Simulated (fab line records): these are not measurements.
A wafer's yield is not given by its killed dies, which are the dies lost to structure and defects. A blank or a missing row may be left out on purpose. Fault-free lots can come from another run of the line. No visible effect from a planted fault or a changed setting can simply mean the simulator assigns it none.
8D (eight disciplines) problem report, filled in by code | flow sky130 | the parts of the form that need people (team, actions taken, sign-off) are left out

1. WHAT WENT WRONG
Wafers without a fault read 7.698e+15, standard deviation 8e+12; dose-ions-cm2 at SKY_POLY_GATE_IMPLANT_02 reads a mean of 5.654e+15 on 6 wafers belonging to 2 lots. So: -99 or more standard deviations from the usual mean.
Seen first at day 15 12:46 on implanter-01, wafer L337.1. At this step, 36 wafers from 12 lots have a number in the record. The rule behind "out" and "out of limits": a value lying over 4 standard deviations away from the usual mean. The rest of the wafers with a number are treated as sound.

2. WHAT THIS IS AND IS NOT
question                    | is                       | is not
which readings at this step | dose-ions-cm2, beam-on-s | -
which lots                  | L337, L341               | L328, L331, L332, L333, L335, L340, L346, L347, L349, L350
which wafers of those lots  | all that have a number   | -
read on which tools         | implanter-01             | implanter-02, implanter-04
when                        | from day 15 12:46        | up to then (15 sound wafers); but 15 sound wafers of L340, L346, L347, L349, L350 came after

3. THE SUSPECTS, EACH WITH WHAT RULES IT OUT
Counting: any tool at a process step up to the reading is kept as a suspect provided that every lot that is out went through it and no sound lot did after the first of them.
- implanter-01 at SKY_POLY_GATE_IMPLANT_02: ruled out as a lasting fault. The sound lots L346 went through it after L337, its earliest lot that is out (day 15 12:46).
Left after counting: nothing in the record.

4. THE CAUSE (what the simulator had put in)
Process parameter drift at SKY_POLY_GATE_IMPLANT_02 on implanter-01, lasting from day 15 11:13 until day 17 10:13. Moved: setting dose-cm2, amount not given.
Counting ruled it out, wrongly.

5. THE CHAIN OF EFFECTS, in route order
Each row: a reading where the mean over the struck wafers with a number is more than 3 standard deviations away from the usual. Only readings for which the record gives a usual standard deviation are gone through. hours: the time from each lot's start at the first step in this table that gives one to its start at this step, as a median over the lots. sigmas: the change in usual standard deviations.
hours | step                     | reading                  | usual      | on struck wafers | change     | sigmas
0     | SKY_POLY_GATE_IMPLANT_02 | beam-on-s                | 37.5 s     | 27.3             | -10.2      | -10
0     | SKY_POLY_GATE_IMPLANT_02 | dose-ions-cm2            | 7.698e+15  | 5.654e+15        | -2.044e+15 | -99 or more
0     | SKY_RES_PROTECT_STRIP_07 | oes-product-au           | 0.518 a.u. | 0.536            | +0.018     | +3.7
0     | SKY_RES_PROTECT_STRIP_07 | strip-time-to-endpoint-s | 23.31 s    | 22.05            | -1.26      | -33
Its process steps:
- SKY_POLY_GATE_IMPLANT_02
- SKY_RES_PROTECT_STRIP_07: strips in O2/N2.
At these later measuring or inspecting steps, every struck wafer for which the step has a row has a number for every such reading, and none has moved that far: SKY_SD_N_CD_MEAS_07, SKY_LI_CONTACT_OVL_MEAS_13.

6. WHAT WOULD HAVE CAUGHT IT SOONER
In this record the first reading out of limits was taken at day 15 12:46, 2 hours after the fault began at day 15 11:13.
